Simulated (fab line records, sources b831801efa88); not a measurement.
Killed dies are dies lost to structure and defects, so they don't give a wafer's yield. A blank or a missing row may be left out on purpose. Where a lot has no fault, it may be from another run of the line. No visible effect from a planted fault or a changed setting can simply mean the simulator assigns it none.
Which of the tools did it? | flow gf180mcu | 42 wafers from 14 lots sampled at 5 of the route's 602 steps

== WHAT THE GAUGES READ, wafer by wafer ==
GF_MVSD_OVL_MEAS_07. Usual: MVSD_OVL gives -0.5 nm (standard deviation 1.4).
lot  | measured    | on         | MVSD_OVL (nm)  | flag
L155 | day 4 21:23 | overlay-02 | -2.6 -1.5 -0.6 |
L156 | day 5 03:29 | overlay-02 | -2.0 -1.8 -0.3 |
L157 | day 5 09:49 | overlay-02 | -0.2 0.9 0.4   |
L158 | day 5 15:06 | overlay-02 | 0.6 -0.4 -0.7  |
L159 | day 5 23:38 | overlay-02 | 0.2 -0.7 1.4   |
L160 | day 6 03:57 | overlay-02 | -0.3 1.8 0.6   |
L161 | day 6 08:15 | overlay-02 | -1.4 -1.7 -2.8 |
L163 | day 6 22:26 | overlay-02 | -0.6 -0.4 -1.0 |
L167 | day 7 19:14 | overlay-01 | 1.2 -0.7 -1.1  |
L168 | day 8 02:23 | overlay-01 | -0.2 -1.9 -0.7 |
L171 | day 8 19:31 | overlay-01 | -3.3 -2.1 -1.7 |
L172 | day 9 01:02 | overlay-01 | -0.3 0.7 -0.1  |
L173 | day 9 05:42 | overlay-01 | -0.2 -0.5 -1.2 |
L175 | day 9 19:49 | overlay-02 | -0.8 0.3 -0.6  |

GF_MVPSD_TW_MEAS_11. Usual: MVPSD_TW gives 551 (standard deviation 3.8).
lot  | measured     | on            | MVPSD_TW    | flag
L155 | day 5 12:23  | film_metro-04 | 551 553 554 |
L156 | day 5 18:29  | film_metro-02 | 549 547 550 |
L157 | day 6 01:52  | film_metro-02 | 551 549 552 |
L158 | day 6 06:11  | film_metro-01 | 548 545 545 |
L159 | day 6 15:32  | film_metro-02 | 545 552 546 |
L160 | day 6 20:06  | film_metro-04 | 554 552 550 |
L161 | day 7 00:30  | film_metro-04 | 555 559 558 |
L163 | day 7 14:38  | film_metro-02 | 547 549 548 |
L167 | day 8 12:29  | film_metro-02 | 553 553 553 |
L168 | day 8 19:37  | film_metro-04 | 554 553 552 |
L171 | day 9 13:56  | film_metro-02 | 550 554 553 |
L172 | day 9 19:15  | film_metro-04 | 552 555 552 |
L173 | day 10 00:33 | film_metro-02 | 546 551 550 |
L175 | day 10 14:29 | film_metro-04 | 558 553 554 |

GF_VT_IMPLANT_OVL_MEAS_07. Usual: VT_IMPLANT_OVL gives 0.3 nm (standard deviation 1.3).
lot  | measured     | on         | VT_IMPLANT_OVL (nm) | flag
L155 | day 6 02:54  | overlay-01 | 3.1 3.3 3.4         |
L156 | day 6 09:14  | overlay-01 | 1.1 0.0 0.9         |
L157 | day 6 17:23  | overlay-02 | 1.3 1.6 0.2         |
L158 | day 6 21:55  | overlay-01 | 0.8 0.9 -1.6        |
L159 | day 7 06:38  | overlay-02 | -0.7 0.5 0.8        |
L160 | day 7 11:26  | overlay-01 | -1.1 -0.4 0.1       |
L161 | day 7 16:17  | overlay-01 | 3.5 -0.1 1.6        |
L163 | day 8 06:36  | overlay-01 | 0.7 1.3 -0.2        |
L167 | day 9 05:21  | overlay-01 | 0.0 -0.1 1.1        |
L168 | day 9 12:26  | overlay-01 | 0.6 0.4 0.0         |
L171 | day 10 07:22 | overlay-01 | 1.1 -0.8 2.2        |
L172 | day 10 13:04 | overlay-02 | 0.4 -1.4 2.7        |
L173 | day 10 18:47 | overlay-02 | 0.8 0.2 1.8         |
L175 | day 11 08:22 | overlay-01 | 1.5 -0.7 0.9        |

GF_VT_IMPLANT_TW_MEAS_32. Usual: VT_IMPLANT_3_TW gives 268.7 (standard deviation 1.4).
lot  | measured     | on            | VT_IMPLANT_3_TW   | flag
L155 | day 7 10:50  | film_metro-04 | 271.3 271.3 270.5 |
L156 | day 7 17:28  | film_metro-02 | 265.9 266.4 267.0 |
L157 | day 8 01:04  | film_metro-04 | 266.0 268.5 267.5 |
L158 | day 8 06:22  | film_metro-03 | 268.4 268.6 268.2 |
L159 | day 8 16:11  | film_metro-03 | 332.1 330.1 331.9 | OFF
L160 | day 8 20:24  | film_metro-02 | 266.7 266.2 268.3 |
L161 | day 9 01:37  | film_metro-03 | 329.2 328.3 328.7 | OFF
L163 | day 9 17:05  | film_metro-04 | 270.2 270.2 266.9 |
L167 | day 10 17:20 | film_metro-03 | 269.6 269.3 270.2 |
L168 | day 11 00:40 | film_metro-04 | 268.7 268.2 269.1 |
L171 | day 11 20:52 | film_metro-04 | 268.8 268.5 269.1 |
L172 | day 12 02:37 | film_metro-04 | 267.5 268.2 266.4 |
L173 | day 12 09:04 | film_metro-04 | 269.2 268.9 267.5 |
L175 | day 12 23:32 | film_metro-03 | 270.2 269.8 268.8 |

== TOOL THAT RAN EACH LOT (tool first, then ch and the chambers of the sampled wafers, then the start) ==
lot  | GF_VT_IMPLANT_IMPLANT_30
L155 | implanter-01 ch 0, day 7 10:37
L156 | implanter-04 ch 0, day 7 17:14
L157 | implanter-02 ch 0, day 8 00:52
L158 | implanter-01 ch 0, day 8 06:07
L159 | implanter-02 ch 0, day 8 15:37
L160 | implanter-01 ch 0, day 8 20:11
L161 | implanter-01 ch 0, day 9 01:05
L163 | implanter-01 ch 0, day 9 16:50
L167 | implanter-04 ch 0, day 10 17:07
L168 | implanter-01 ch 0, day 11 00:28
L171 | implanter-04 ch 0, day 11 20:38
L172 | implanter-02 ch 0, day 12 02:19
L173 | implanter-04 ch 0, day 12 08:50
L175 | implanter-02 ch 0, day 12 23:17
- GF_VT_IMPLANT_IMPLANT_30

== WHAT THE TOOLS THEMSELVES READ (means of the sampled wafers that have a number; where no wafer has one, the mark that the record gives instead) ==
GF_VT_IMPLANT_IMPLANT_30. Usual: tilt_deg 7.000 degrees, standard deviation 0.019.
lot  | tool         | tilt_deg (degrees) | flag
L155 | implanter-01 | 7.002              |
L156 | implanter-04 | 6.990              |
L157 | implanter-02 | 7.040              |
L158 | implanter-01 | 7.000              |
L159 | implanter-02 | 7.002              |
L160 | implanter-01 | 7.005              |
L161 | implanter-01 | 6.999              |
L163 | implanter-01 | 6.991              |
L167 | implanter-04 | 6.990              |
L168 | implanter-01 | 6.994              |
L171 | implanter-04 | 7.006              |
L172 | implanter-02 | 7.000              |
L173 | implanter-04 | 7.003              |
L175 | implanter-02 | 7.010              |

== THE ANSWER, worked out from the rows above alone ==
Rule: a lot counts as off when the mean over its wafers that have a number is more than 3 standard deviations away from the usual mean. A lot without any number at a reading at which 4 lots or more have one is off too. The other lots that the step has rows for count as sound. Order of review: gauges by route order, followed by the tools' own readings, for which a lot's mean as printed above is used. At the first step where some lot is off, the reading lying furthest off is the one used; lots without a number count as furthest.
Off: L159, L161, seen at GF_VT_IMPLANT_TW_MEAS_32 (VT_IMPLANT_3_TW).
If a tool, at a process step before that reading, ran all the lots that are off and no sound lot after the first of them, it fits. The gauges at GF_VT_IMPLANT_TW_MEAS_32 are tried like those tools. Not one of the candidates tried fits.

== WHAT WAS PUT IN BY THE SIMULATOR ==
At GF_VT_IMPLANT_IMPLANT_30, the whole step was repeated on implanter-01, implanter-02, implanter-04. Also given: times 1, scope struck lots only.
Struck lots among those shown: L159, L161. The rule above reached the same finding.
